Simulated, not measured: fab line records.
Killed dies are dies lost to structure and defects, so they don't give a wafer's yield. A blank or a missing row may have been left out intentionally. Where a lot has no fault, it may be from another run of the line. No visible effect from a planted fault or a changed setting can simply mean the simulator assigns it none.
Which of the tools did it? | flow sky130 | 11 lots, 33 wafers sampled, at 6 steps of a route of 708

## WHAT THE GAUGES SHOWED, per wafer
SKY_LDD_HVP_TW_MEAS_10. Usual: LDD_HVP_TW 455.2, standard deviation 2.3.
lot  | measured     | on            | LDD_HVP_TW        | flag
L567 | day 22 01:43 | film metro-03 | 456.2 453.6 458.2 |
L573 | day 23 22:16 | film metro-03 | 455.4 452.5 451.4 |
L574 | day 24 04:32 | film metro-04 | 450.3 450.9 449.8 |
L575 | day 24 13:55 | film metro-04 | 455.1 452.5 454.4 |
L582 | day 27 06:53 | film metro-04 | 451.4 450.7 453.1 |
L583 | day 27 15:40 | film metro-02 | 458.3 459.4 460.3 |
L585 | day 28 06:01 | film metro-04 | 455.6 452.3 455.7 |
L586 | day 28 09:04 | film metro-04 | 456.8 454.9 457.2 |
L587 | day 28 17:36 | film metro-02 | 459.1 457.5 457.5 |
L588 | day 29 05:25 | film metro-04 | 454.7 455.1 454.4 |
L589 | day 29 22:58 | film metro-03 | 453.7 456.7 454.8 |

SKY_SPACER_THK_MEAS_01. Usual: SPACER_CVD_00_THK 43.3 nm, standard deviation 0.38.
lot  | measured     | on            | SPACER_CVD_00_THK (nm) | flag
L567 | day 23 10:07 | film metro-01 | 43.9 43.7 43.8         |
L573 | day 25 19:46 | film metro-04 | 82.7 83.2 82.6         | OFF
L574 | day 25 19:47 | film metro-02 | 82.2 82.3 81.9         | OFF
L575 | day 25 22:02 | film metro-04 | 82.2 81.9 81.8         | OFF
L582 | day 28 13:50 | film metro-01 | 43.4 43.7 43.7         |
L583 | day 28 22:19 | film metro-01 | 43.5 43.3 43.4         |
L585 | day 29 12:22 | film metro-02 | 43.0 43.3 43.3         |
L586 | day 29 14:49 | film metro-04 | 42.9 42.6 42.9         |
L587 | day 30 01:28 | film metro-04 | 43.4 44.0 43.7         |
L588 | day 30 11:19 | film metro-04 | 43.1 43.9 43.5         |
L589 | day 31 04:26 | film metro-01 | 43.3 43.4 43.5         |

SKY_POLY_CUT_OVL_MEAS_09. Usual: POLY_CUT_OVL -2 nm, standard deviation 5.4.
lot  | measured     | on         | POLY_CUT_OVL (nm) | flag
L567 | day 24 15:41 | overlay-02 | 0 -3 3            |
L582 | day 29 18:12 | overlay-02 | -1 1 -2           |
L583 | day 30 02:45 | overlay-01 | 0 -2 -1           |
L585 | day 30 16:55 | overlay-01 | -7 -5 -3          |
L586 | day 30 19:02 | overlay-02 | 5 4 5             |
L587 | day 31 05:25 | overlay-02 | -6 -1 0           |
L588 | day 31 15:24 | overlay-02 | -6 -3 -4          |
L589 | day 32 08:01 | overlay-01 | 2 1 2             |

SKY_SD_P_CD_MEAS_07 targets a cd of 380 nm. Usual: cd nm 380.6 nm, standard deviation 2.1.
lot  | measured     | on        | cd nm (nm)        | flag
L567 | day 25 21:31 | cd sem-02 | 377.9 377.7 377.8 |
L582 | day 30 21:11 | cd sem-02 | 379.0 380.3 379.1 |
L583 | day 31 06:52 | cd sem-01 | 380.6 378.1 382.8 |
L585 | day 31 20:25 | cd sem-02 | 379.6 377.9 379.9 |
L586 | day 31 22:28 | cd sem-01 | 382.4 382.2 383.5 |
L587 | day 32 10:13 | cd sem-01 | 379.9 379.1 378.8 |
L588 | day 32 18:23 | cd sem-01 | 378.0 376.5 376.4 |
L589 | day 33 10:32 | cd sem-02 | 382.4 381.7 385.2 |

## TOOL THAT RAN EACH LOT (tool first, then ch and the chambers of the sampled wafers, then the start)
lot  | SKY_SPACER_CVD_00           | SKY_SPACER_ETCHBACK_02
L567 | lpcvd-02 ch 1, day 23 08:55 | rie diel-03 ch 2,3, day 23 10:11
L573 | lpcvd-02 ch 0, day 25 18:33 | rie diel-02 ch 0,1, day 25 19:49
L574 | lpcvd-02 ch 0, day 25 18:33 | rie diel-04 ch 0,1,2, day 25 19:49
L575 | lpcvd-02 ch 0, day 25 20:49 | rie diel-04 ch 1,2,3, day 25 22:05
L582 | lpcvd-02 ch 1, day 28 12:36 | rie diel-04 ch 1,2, day 28 13:52
L583 | lpcvd-02 ch 0, day 28 21:07 | rie diel-04 ch 0,1,2, day 28 22:22
L585 | lpcvd-02 ch 1, day 29 11:09 | rie diel-04 ch 1,2,3, day 29 12:25
L586 | lpcvd-02 ch 1, day 29 13:37 | rie diel-02 ch 1,3, day 29 14:53
L587 | lpcvd-02 ch 1, day 30 00:16 | rie diel-04 ch 2,3, day 30 01:32
L588 | lpcvd-02 ch 0, day 30 10:05 | rie diel-04 ch 0,2, day 30 11:22
L589 | lpcvd-02 ch 1, day 31 03:13 | rie diel-04 ch 0,3, day 31 04:29
- SKY_SPACER_CVD_00: deposits Si3N4 from DCS/NH3, target thk 43.1 nm, time 740 s.
- SKY_SPACER_ETCHBACK_02: etches Si3N4 in CH3F/O2, stops on SiO2, time 46.7 s, target depth 45 nm.

## WHAT THE TOOLS THEMSELVES READ (means of the sampled wafers that have a number; where no wafer has one, the mark that the record gives instead)
SKY_SPACER_CVD_00. Usual: spike tc bottom C 790.1 C, standard deviation 1.1; susceptor temp C 770.0 C, standard deviation 0.32; zone power lower pct 13.3 %, standard deviation 1.7; zone power upper pct 13.7 %, standard deviation 0.61.
lot  | tool     | spike tc bottom C (C) | susceptor temp C (C) | zone power lower pct (%) | zone power upper pct (%) | flag
L567 | lpcvd-02 | 789.2                 | 770.1                | 15.1                     | 13.2                     |
L573 | lpcvd-02 | 790.6                 | 769.6                | 11.8                     | 14.4                     |
L574 | lpcvd-02 | 791.0                 | 770.0                | 11.8                     | 14.2                     |
L575 | lpcvd-02 | 790.6                 | 769.9                | 11.8                     | 14.2                     |
L582 | lpcvd-02 | 789.5                 | 769.8                | 15.2                     | 13.2                     |
L583 | lpcvd-02 | 790.5                 | 769.7                | 11.7                     | 14.2                     |
L585 | lpcvd-02 | 790.2                 | 770.0                | 15.1                     | 13.1                     |
L586 | lpcvd-02 | 790.4                 | 770.3                | 15.1                     | 12.9                     |
L587 | lpcvd-02 | 790.8                 | 769.8                | 15.2                     | 13.0                     |
L588 | lpcvd-02 | 790.9                 | 770.2                | 11.9                     | 14.3                     |
L589 | lpcvd-02 | 790.4                 | 770.1                | 15.0                     | 13.0                     |

SKY_SPACER_ETCHBACK_02. Usual: drypump motor current A 5.7 A, standard deviation 0.51; oes product au 0.857 a.u., standard deviation 0.0063; rf fwd power W 395.3 W, standard deviation 2; throttle valve pct 10.563 %, standard deviation 0.0091.
lot  | tool        | drypump motor current A (A) | oes product au (a.u.) | rf fwd power W (W) | throttle valve pct (%) | flag
L567 | rie diel-03 | 5.5                         | 0.865                 | 394.9              | 10.561                 |
L573 | rie diel-02 | 5.9                         | 0.993                 | 397.9              | 10.580                 | OFF
L574 | rie diel-04 | 5.9                         | 0.996                 | 394.1              | 10.578                 | OFF
L575 | rie diel-04 | 5.4                         | 0.999                 | 394.0              | 10.586                 | OFF
L582 | rie diel-04 | 5.9                         | 0.860                 | 394.6              | 10.561                 |
L583 | rie diel-04 | 5.9                         | 0.856                 | 394.0              | 10.558                 |
L585 | rie diel-04 | 5.4                         | 0.861                 | 394.5              | 10.560                 |
L586 | rie diel-02 | 5.4                         | 0.850                 | 396.1              | 10.563                 |
L587 | rie diel-04 | 5.9                         | 0.861                 | 394.1              | 10.556                 |
L588 | rie diel-04 | 6.4                         | 0.858                 | 395.1              | 10.567                 |
L589 | rie diel-04 | 5.9                         | 0.861                 | 396.4              | 10.557                 |

## THE ANSWER, worked out from the rows above alone
Rule: a lot is off if the mean of its wafers that have a number lies more than 3 standard deviations from the usual mean. Also off: a lot with no number at a reading for which 4 or more lots have one. All remaining lots with rows at the step are treated as sound. After the gauges, taken in route order, come the tools' own readings; for these a lot's mean is taken, as printed above. The first step at which some lot is off is used, and at that step the reading that is off furthest; a lot without a number counts as furthest.
Off: L573, L574, L575, at SKY_SPACER_THK_MEAS_01 (SPACER_CVD_00_THK).
If a tool, at a process step before that reading, ran all the lots that are off and no sound lot after the first of them, it fits. The gauges at SKY_SPACER_THK_MEAS_01 aren't tried: what is off there is off at SKY_SPACER_ETCHBACK_02 too, on other tools, and a gauge's error can't cause that. Not one of the candidates tried fits.

## WHAT THE SIMULATOR HAD INSERTED
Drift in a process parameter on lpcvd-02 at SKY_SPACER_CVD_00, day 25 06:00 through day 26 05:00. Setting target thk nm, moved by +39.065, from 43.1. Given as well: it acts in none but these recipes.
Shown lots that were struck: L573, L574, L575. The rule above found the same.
